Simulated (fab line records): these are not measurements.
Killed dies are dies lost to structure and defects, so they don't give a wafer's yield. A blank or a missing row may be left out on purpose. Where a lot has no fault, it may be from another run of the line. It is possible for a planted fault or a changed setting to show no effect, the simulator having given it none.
fab line records	flow sky130
record: lots: 6	wafers: 18	last-day: 50
route steps=708 shown METAL1@441 PAD_OPEN@708
lots that met no fault: from a run of the same line without faults
start-h: hours from the record's first day to the start of the lot's first wafer shown	wait-h: how many hours have passed since the lot's step before this one	" the same as in the row above	L1.1+2: several wafers, shown together as one row	- either no value or no given start	* or withheld: withheld	< > ~ a bound
route shown NAME@n: a module of which the file shows steps, and the number in the route of the first	usual: the fault-free wafers' mean and standard deviation	same: alike in all rows	chamber/n: place in a boat	sites: per-site readings	_std_site: their standard deviation	_edge_site: the outer-site mean with the inner-site mean subtracted	radius-mm: for every site, how far away it sits from the centre of the wafer	mask NAME#n: copy n	behind: the last tool/chamber to shape the wafer	hold: cause of the lot's hold/its duration in hours/its outcome	device: transistor that didn't switch, given as n, p or np	end of line: tests run on the same wafers once the route is complete	a step without rows: its recipe alone	killed: dies lost to structure and defects at the first sort, not the wafer's yield	map: a wafer's dies, marking killed ones x, the rest . and places with no die _
set.NAME: the run value of the setting; set.NAME@STEP: its run value at that earlier step	model.NAME: the simulator's own value behind a step, which no gauge read
lots at selected steps of the route; one table per step, one row per wafer
services: from which hour (start-h, from the record's first day; less than 0 if before it) a tool's chamber was out of use, for how many hours, and why
== steps ==
step: SKY_METAL1_DEHYDRATE_07
recipe: temp-c: 200	time-s: 60
step: SKY_METAL1_HMDS_08
recipe: prime-time-s: 60	prime-temp-c: 120
step: SKY_METAL1_COAT_09
recipe: resist: BARC	temp-c: withheld	time-s: withheld	spin-rpm: 3000	resist-thk-nm: 60
step: SKY_METAL1_COAT_10
recipe: resist: KrF-thick	spin-rpm: 3000	resist-thk-nm: 450
step: SKY_METAL1_SOFTBAKE_11
recipe: temp-c: 100	time-s: 90	resist: KrF-thick
step: SKY_METAL1_EXPOSE_12
recipe: mask-id: MM1	na: 0.8	source-shape: annular	sigma-inner: 0.55	sigma-outer: 0.85	target-cd-nm: 140	dose-mj: 28
step: SKY_METAL1_PEB_13
recipe: peb-temp-c: withheld	peb-time-s: withheld	resist: KrF-thick
step: SKY_METAL1_DEVELOP_14
recipe: develop-time-s: 60	resist: KrF-thick	dev-temp-c: 21.38
step: SKY_METAL1_CD_MEAS_15
recipe: target-cd-nm: 140
usual: cd-nm: 139.9/1.4
lot.wafer	tool	chamber	start-h	wait-h	cd-nm
L925.1	cd-sem-02	-	787.50	-	140.0
L925.2	"	-	"	"	140.8
L925.3	"	-	"	"	140.1
L930.4	cd-sem-01	-	836.26	-	138.9
L930.5	"	-	"	"	140.1
L930.6	"	-	"	"	140.0
L931.2	cd-sem-01	-	838.71	-	138.7
L931.3	"	-	"	"	137.7
L931.5	"	-	"	"	137.5
L941.2	cd-sem-02	-	906.92	-	140.7
L941.3	"	-	"	"	139.6
L941.5	"	-	"	"	140.3
L942.2	cd-sem-01	-	916.26	-	140.4
L942.3	"	-	"	"	141.3
L942.5	"	-	"	"	139.8
L944.1	cd-sem-02	-	936.15	-	138.4
L944.3	"	-	"	"	139.2
L944.4	"	-	"	"	140.0
step: SKY_METAL1_OVL_MEAS_16
usual: METAL1_OVL: -1/4.5
lot.wafer	tool	chamber	start-h	wait-h	METAL1_OVL[nm]
L925.1	overlay-01	-	787.62	0.1	-5
L925.2	"	-	"	"	-3
L925.3	"	-	"	"	-8
L930.4	overlay-01	-	836.34	0.1	-3
L930.5	"	-	"	"	-5
L930.6	"	-	"	"	-3
L931.2	overlay-01	-	838.82	0.1	1
L931.3	"	-	"	"	-2
L931.5	"	-	"	"	-1
L941.2	overlay-02	-	907.03	0.1	-2
L941.3	"	-	"	"	4
L941.5	"	-	"	"	-1
L942.2	overlay-02	-	916.37	0.1	5
L942.3	"	-	"	"	-5
L942.5	"	-	"	"	2
L944.1	overlay-01	-	936.27	0.1	-5
L944.3	"	-	"	"	-5
L944.4	"	-	"	"	-3
step: SKY_METAL1_DESCUM_17
recipe: chemistry: O2	source-power-w: 150	bias-power-w: 0	pressure-mtorr: 10	temp-c: 40	time-s: 8
usual: drypump-motor-current-A: 5.74/0.29	oes-product-au: 0.997/0.0097	temp-c: 39.99/0.11
lot.wafer	tool	chamber	start-h	wait-h	drypump-motor-current-A	oes-product-au	rf-hours-counter-h	temp-c
L925.1	rie-metal-03	0	787.66	0.0	5.76	1.013	11	39.98
L925.2	"	1	"	"	6.31	0.982	16	40.04
L925.3	"	0	"	"	5.78	1.004	-	40.00
L930.4	rie-metal-02	1	836.37	0.0	5.80	0.988	-	39.87
L930.5	"	1	"	"	5.78	0.981	-	39.97
L930.6	"	0	"	"	5.65	1.010	-	39.87
L931.2	rie-metal-04	0	838.85	0.0	5.36	0.989	7	39.67
L931.3	"	0	"	"	5.38	0.983	-	40.02
L931.5	"	1	"	"	5.64	1.004	-	40.13
L941.2	rie-metal-04	0	907.07	0.0	5.39	0.987	-	39.97
L941.3	"	0	"	"	5.40	0.996	-	39.94
L941.5	"	0	"	"	5.39	0.978	-	40.00
L942.2	rie-metal-04	1	916.40	0.0	5.65	0.987	13	40.24
L942.3	"	1	"	"	5.66	1.001	-	40.03
L942.5	"	1	"	"	5.65	0.995	-	40.09
L944.1	rie-metal-02	0	936.31	0.0	5.65	1.010	11	39.95
L944.3	"	1	"	"	5.80	1.000	-	39.89
L944.4	"	0	"	"	5.65	0.999	-	40.01
step: SKY_METAL1_ETCH_18
recipe: chemistry: N2/H2	target: BARC	ion-energy-ev: 200	bias-w: 100	pressure-mtorr: 30	n2-flow-sccm: 100	h2-flow-sccm: 200	icp-w: 500	stop-on: SiO2	time-s: 45.9	target-depth-a: 600
usual: drypump-motor-current-A: 5.75/0.3	n2-flow-sccm: 99.9/0.3	oes-product-au: 0.855/0.0049	throttle-valve-pct: 13.225/0.0089
lot.wafer	tool	chamber	start-h	wait-h	drypump-motor-current-A	n2-flow-sccm	oes-product-au	rf-hours-counter-h	throttle-valve-pct
L925.1	rie-metal-03	0	787.69	0.0	5.75	99.8	0.850	11	13.229
L925.2	"	1	"	"	6.33	100.2	0.857	16	13.249
L925.3	"	0	"	"	5.76	99.7	0.868	-	13.221
L930.4	rie-metal-02	1	836.41	0.0	5.81	99.8	0.859	-	13.234
L930.5	"	1	"	"	5.80	99.8	0.851	-	13.223
L930.6	"	0	"	"	5.65	99.9	0.857	-	13.220
L931.2	rie-metal-04	0	838.88	0.0	5.39	100.3	0.852	7	13.224
L931.3	"	0	"	"	5.36	100.1	0.865	-	13.218
L931.5	"	1	"	"	5.67	100.9	0.853	-	13.221
L941.2	rie-metal-04	0	907.15	0.1	5.39	99.6	0.854	-	13.212
L941.3	"	0	"	"	5.38	99.4	0.858	-	13.228
L941.5	"	0	"	"	5.38	100.0	0.845	-	13.229
L942.2	rie-metal-04	1	916.43	0.0	5.71	99.8	0.858	13	13.226
L942.3	"	1	"	"	5.67	99.9	0.855	-	13.217
L942.5	"	1	"	"	5.69	100.3	0.860	-	13.230
L944.1	rie-metal-02	0	936.34	0.0	5.65	99.5	0.856	11	13.216
L944.3	"	1	"	"	5.80	99.7	0.861	-	13.224
L944.4	"	0	"	"	5.66	99.8	0.849	-	13.223
step: SKY_METAL1_METAL_ETCH_19
recipe: target-depth-a: 3600	stop-on: SiO2	over-etch-frac: 0.3	time-s: 78	chemistry: Cl2/BCl3	resist-sidewall-deg: 88	pressure-mtorr: 10	icp-w: 900	bias-w: 48.5	Cl2_flow_sccm: 60	bcl3-flow-sccm: 30
usual: drypump-motor-current-A: 5.74/0.3	oes-product-au: 0.855/0.0059	over-etch-frac: 0.3/0	throttle-valve-pct: 22.263/0.0092
lot.wafer	tool	chamber	start-h	wait-h	drypump-motor-current-A	oes-product-au	over-etch-frac	rf-hours-counter-h	throttle-valve-pct	model.KrF-thick_of_METAL1_COAT_10.thk-nm
L925.1	rie-metal-03	0	787.75	0.0	5.78	0.859	0.3	11	22.258	158.2
L925.2	"	1	"	"	6.32	0.843	0.3	16	22.269	173.3
L925.3	"	0	"	"	5.74	0.854	0.3	-	22.264	159.1
L930.4	rie-metal-02	1	836.49	0.1	5.80	0.868	0.3	-	22.257	163
L930.5	"	1	"	"	5.79	0.849	0.3	-	22.249	163.9
L930.6	"	0	"	"	5.64	0.851	0.3	-	22.257	158.7
L931.2	rie-metal-04	0	838.94	0.0	5.35	0.863	0.3	7	22.275	165.5
L931.3	"	0	"	"	5.35	0.852	0.3	-	22.267	165
L931.5	"	1	"	"	5.67	0.856	0.3	-	22.267	157.2
L941.2	rie-metal-04	0	907.28	0.1	5.37	0.836	0.34193	-	22.268	158.5
L941.3	"	0	"	"	5.36	0.843	0.34193	-	22.251	158.2
L941.5	"	0	"	"	5.36	0.855	0.34193	-	22.273	157.7
L942.2	rie-metal-04	1	916.49	0.0	5.68	0.840	0.34193	13	22.260	152.2
L942.3	"	1	"	"	5.66	0.836	0.34193	-	22.256	154.4
L942.5	"	1	"	"	5.70	0.837	0.34193	-	22.261	155.3
L944.1	rie-metal-02	0	936.40	0.0	5.64	0.857	0.3	11	22.254	163.6
L944.3	"	1	"	"	5.78	0.857	0.3	-	22.275	162.3
L944.4	"	0	"	"	5.64	0.855	0.3	-	22.258	161.7
step: SKY_METAL1_STRIP_20
recipe: chemistry: O2/N2	power-w: 1400	pressure-mtorr: 1500	platen-temp-c: withheld	o2-flow-sccm: 3000	n2-flow-sccm: 300	overash-fraction: 0.5
usual: drypump-motor-current-A: 5.81/0.28	n2-flow-sccm: 300.0/0.78	oes-product-au: 0.344/0.0047	strip-time-to-endpoint-s: 2.73/0.05
lot.wafer	tool	chamber	start-h	wait-h	drypump-motor-current-A	n2-flow-sccm	oes-product-au	rf-hours-counter-h	strip-time-to-endpoint-s
L925.1	plasma-asher-03	1	787.84	0.1	5.58	300.6	0.353	59	2.70
L925.2	"	0	"	"	5.51	300.0	0.351	59	2.86
L925.3	"	1	"	"	5.58	300.4	0.337	-	2.69
L930.4	plasma-asher-02	1	836.58	0.1	5.71	302.1	0.346	-	2.74
L930.5	"	0	"	"	5.99	301.0	0.341	-	2.75
L930.6	"	1	"	"	5.72	298.9	0.344	-	2.70
L931.2	plasma-asher-01	1	839.03	0.1	5.90	300.9	0.349	40	2.77
L931.3	"	1	"	"	5.91	300.4	0.338	-	2.76
L931.5	"	0	"	"	6.25	301.0	0.337	-	2.68
L941.2	plasma-asher-03	0	907.43	0.1	5.50	300.3	0.337	72	2.70
L941.3	"	1	"	"	5.58	300.6	0.334	-	2.69
L941.5	"	1	"	"	5.59	301.3	0.345	-	2.69
L942.2	plasma-asher-03	0	916.58	0.1	5.46	300.2	0.333	73	2.62
L942.3	"	1	"	"	5.58	298.3	0.336	-	2.64
L942.5	"	0	"	"	5.48	299.2	0.337	-	2.66
L944.1	plasma-asher-01	1	936.49	0.1	5.90	301.0	0.346	50	2.76
L944.3	"	0	"	"	6.24	299.3	0.347	-	2.75
L944.4	"	1	"	"	5.88	300.3	0.347	-	2.75
step: SKY_PAD_OPEN_PROBE_99
usual: defect-limited-yield: 82.5/1.8	killed_at_M0_to_M3: 43/6.6	killed_at_M4_up: 2.9/1.8	killed-at-contacts: 25/5.3	killed-at-front-end: 15/4.1	killed-at-other: 0.3/0.6	killed-dies: 86/8.8	killed-open: 47/6.7	killed-short: 39/6.2	sort_bin_3_pad_short: 0.9/0.44	sort_bin_5_function: 10.3/1.6	sort_bin_6_memory: 6.3/1	sort-n-pass: 406/8.8	sort-yield-pct: 82.5/1.8
same: gross-dies: 492	killed-at-back-side: 0	sort_bin_4_leakage[%]: 0	sort_bin_8_speed[%]: 0
lot.wafer	tool	chamber	start-h	wait-h	defect-limited-yield[%]	killed_at_M0_to_M3	killed_at_M4_up	killed-at-contacts	killed-at-front-end	killed-at-other	killed-dies	killed-open	killed-short	sort_bin_3_pad_short[%]	sort_bin_5_function[%]	sort_bin_6_memory[%]	sort-n-pass	sort-yield-pct[%]
L925.1	prober-02	-	1094.80	0.1	84.3	45	1	20	11	0	77	45	32	0.2	9.3	6.1	415	84.3
L925.2	prober-02	-	1094.85	0.1	78.7	43	0	30	31	1	105	53	52	1.2	14.2	5.9	387	78.7
L925.3	prober-02	-	1094.90	0.2	81.5	43	5	26	17	0	91	53	38	1.0	10.0	7.5	401	81.5
L930.4	prober-01	-	1133.92	0.2	85.8	38	2	21	8	1	70	41	29	0.2	9.1	4.9	422	85.8
L930.5	prober-01	-	1133.97	0.2	85.8	36	3	21	10	0	70	35	35	0.4	10.0	3.9	422	85.8
L930.6	prober-01	-	1134.02	0.2	83.5	48	2	14	17	0	81	42	39	0.8	9.1	6.5	411	83.5
L931.2	prober-01	-	1136.19	0.1	82.1	39	4	34	11	0	88	46	42	0.8	11.4	5.7	404	82.1
L931.3	prober-01	-	1136.24	0.2	87.4	35	2	13	12	0	62	37	25	0.8	5.9	5.9	430	87.4
L931.5	prober-01	-	1136.34	0.2	78.5	59	1	35	10	1	106	60	46	1.8	13.6	6.1	386	78.5
L941.2	prober-01	-	1180.13	0.1	81.3	48	4	25	15	0	92	48	43	0.6	10.8	7.3	400	81.3
L941.3	prober-01	-	1180.18	0.2	82.7	41	3	27	13	1	85	45	39	1.2	8.9	7.1	407	82.7
L941.5	prober-01	-	1180.28	0.2	80.1	45	2	28	22	1	98	51	47	1.4	10.2	8.3	394	80.1
L944.1	prober-02	-	1200.63	0.1	82.7	44	3	23	15	0	85	48	37	0.2	10.0	7.1	407	82.7
L944.3	prober-02	-	1200.73	0.2	81.9	43	0	26	20	0	89	54	35	0.6	10.2	7.3	403	81.9
L944.4	prober-02	-	1200.78	0.2	78.3	56	2	28	20	1	107	60	47	0.4	15.0	6.3	385	78.3
killed by level:class
L925.1 VIA1:geometric-particle:open=16 CONTACT:geometric-particle:open=10 METAL1:geometric-particle:short=8 LI_CONTACT:geometric-particle:open=5 POLY_GATE:geometric-particle:short=4 METAL2:geometric-particle:short=4 VIA1:geometric-particle:short=4 VIA3:geometric-particle:open=4
L925.2 POLY_GATE:geometric-particle:short=11 VIA1:geometric-particle:open=10 LI_CONTACT:geometric-particle:open=9 CONTACT:geometric-particle:open=9 LOCAL_INTERCONNECT:geometric-particle:short=7 METAL1:geometric-particle:short=7 FIELD_ISO:geometric-particle:open=6 FIELD_ISO:geometric-particle:short=5
L925.3 VIA1:geometric-particle:open=13 CONTACT:geometric-particle:open=11 METAL1:geometric-particle:short=8 VIA1:geometric-particle:short=6 FIELD_ISO:geometric-particle:open=5 LI_CONTACT:geometric-particle:open=5 POLY_GATE:geometric-particle:open=4 LI_CONTACT:geometric-particle:short=4
L930.4 VIA1:geometric-particle:open=12 LI_CONTACT:geometric-particle:open=7 CONTACT:geometric-particle:open=7 VIA1:geometric-particle:short=7 VIA2:geometric-particle:open=7 POLY_GATE:geometric-particle:short=3 LOCAL_INTERCONNECT:geometric-particle:short=3 CONTACT:geometric-particle:short=3
L930.5 CONTACT:geometric-particle:open=9 CONTACT:geometric-particle:short=6 VIA1:geometric-particle:open=6 VIA2:geometric-particle:open=6 METAL1:geometric-particle:short=6 VIA3:geometric-particle:open=5 POLY_GATE:geometric-particle:short=4 METAL2:geometric-particle:short=4
L930.6 VIA1:geometric-particle:open=8 METAL2:geometric-particle:short=6 VIA2:geometric-particle:open=6 POLY_GATE:geometric-particle:short=5 POLY_GATE:geometric-particle:open=5 METAL1:geometric-particle:short=5 VIA3:geometric-particle:open=5 VIA3:geometric-particle:short=4
L931.2 CONTACT:geometric-particle:open=11 LI_CONTACT:geometric-particle:open=10 METAL2:geometric-particle:short=8 VIA1:geometric-particle:open=7 FIELD_ISO:geometric-particle:open=6 CONTACT:geometric-particle:short=6 VIA3:geometric-particle:open=5 METAL1:geometric-particle:short=5
L931.3 VIA3:geometric-particle:open=10 LI_CONTACT:geometric-particle:open=8 METAL2:geometric-particle:short=6 VIA1:geometric-particle:open=5 VIA1:geometric-particle:short=4 FIELD_ISO:geometric-particle:open=3 METAL1:geometric-particle:short=3 CONTACT:geometric-particle:open=2
L931.5 VIA3:geometric-particle:open=15 METAL2:geometric-particle:short=11 CONTACT:geometric-particle:open=11 LI_CONTACT:geometric-particle:open=10 VIA1:geometric-particle:open=9 CONTACT:geometric-particle:short=6 VIA1:geometric-particle:short=6 FIELD_ISO:geometric-particle:open=5
L941.2 VIA1:geometric-particle:open=13 LI_CONTACT:geometric-particle:open=10 METAL1:geometric-particle:short=9 METAL2:geometric-particle:short=6 CONTACT:geometric-particle:open=6 VIA3:geometric-particle:open=6 FIELD_ISO:geometric-particle:open=5 POLY_GATE:geometric-particle:open=4
L941.3 LI_CONTACT:geometric-particle:open=9 VIA1:geometric-particle:open=9 VIA1:geometric-particle:short=7 CONTACT:geometric-particle:open=7 VIA3:geometric-particle:open=5 POLY_GATE:geometric-particle:open=4 LOCAL_INTERCONNECT:geometric-particle:short=4 CONTACT:geometric-particle:short=4
L941.5 CONTACT:geometric-particle:open=13 VIA1:geometric-particle:open=8 METAL2:geometric-particle:short=7 FIELD_ISO:geometric-particle:open=6 VIA3:geometric-particle:open=6 METAL1:geometric-particle:short=6 FIELD_ISO:geometric-particle:short=5 VIA2:geometric-particle:open=5
L944.1 VIA1:geometric-particle:open=12 VIA3:geometric-particle:open=10 CONTACT:geometric-particle:short=7 LOCAL_INTERCONNECT:geometric-particle:short=6 CONTACT:geometric-particle:open=6 FIELD_ISO:geometric-particle:open=4 LI_CONTACT:geometric-particle:open=4 VIA1:geometric-particle:short=4
L944.3 CONTACT:geometric-particle:open=12 METAL1:geometric-particle:short=11 VIA1:geometric-particle:open=8 POLY_GATE:geometric-particle:open=7 LI_CONTACT:geometric-particle:open=7 FIELD_ISO:geometric-particle:open=5 VIA3:geometric-particle:open=5 CONTACT:geometric-particle:short=4
L944.4 CONTACT:geometric-particle:open=14 VIA1:geometric-particle:open=12 METAL2:geometric-particle:short=11 VIA3:geometric-particle:open=10 VIA1:geometric-particle:short=7 METAL1:geometric-particle:short=7 LOCAL_INTERCONNECT:geometric-particle:short=6 FIELD_ISO:geometric-particle:open=5
== services ==
tool	chamber	start-h	hours	kind
rie-metal-03	-	774.75	0.3	repair
rie-metal-03	1	809.57	4.0	repair
rie-metal-03	1	813.60	-	clean
rie-metal-03	1	813.60	16.1	scheduled-down
rie-metal-03	1	813.60	16.1	vent-cycle
plasma-asher-02	-	846.30	2.7	repair
plasma-asher-02	-	861.57	0.9	repair
rie-metal-03	0	867.80	-	clean
rie-metal-03	0	867.80	26.1	scheduled-down
rie-metal-03	0	867.80	26.1	vent-cycle
plasma-asher-01	-	884.76	1.9	repair
rie-metal-03	-	889.43	4.0	pm
rie-metal-04	1	898.99	14.8	repair
== key ==
first-sign: step: SKY_METAL1_METAL_ETCH_19	reading: over-etch-frac	direction: up	sigmas: 99+	usual: 0.3	struck: 0.34193
effect: step: SKY_METAL1_METAL_ETCH_19	reading: oes-product-au	direction: down	sigmas: 2.4	usual: 0.855	struck: 0.841
model-effect: step: SKY_METAL1_METAL_ETCH_19	value: KrF-thick_of_METAL1_COAT_10.thk-nm	without: 163.5	struck: 156.1
met-at SKY_METAL1_METAL_ETCH_19
struck-wafers L941.2,L941.3,L941.5,L942.2,L942.3,L942.5
onset-between 838.94 907.28
fault: kind: process-parameter-drift	tool: rie-metal-04	chamber: -	onset-h: 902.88	steps: SKY_METAL1_METAL_ETCH_19	channel: over-etch-frac	offset: 0.041925	shape: step	end-h: 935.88	acts-in: these-recipes-only	stated: 0.3
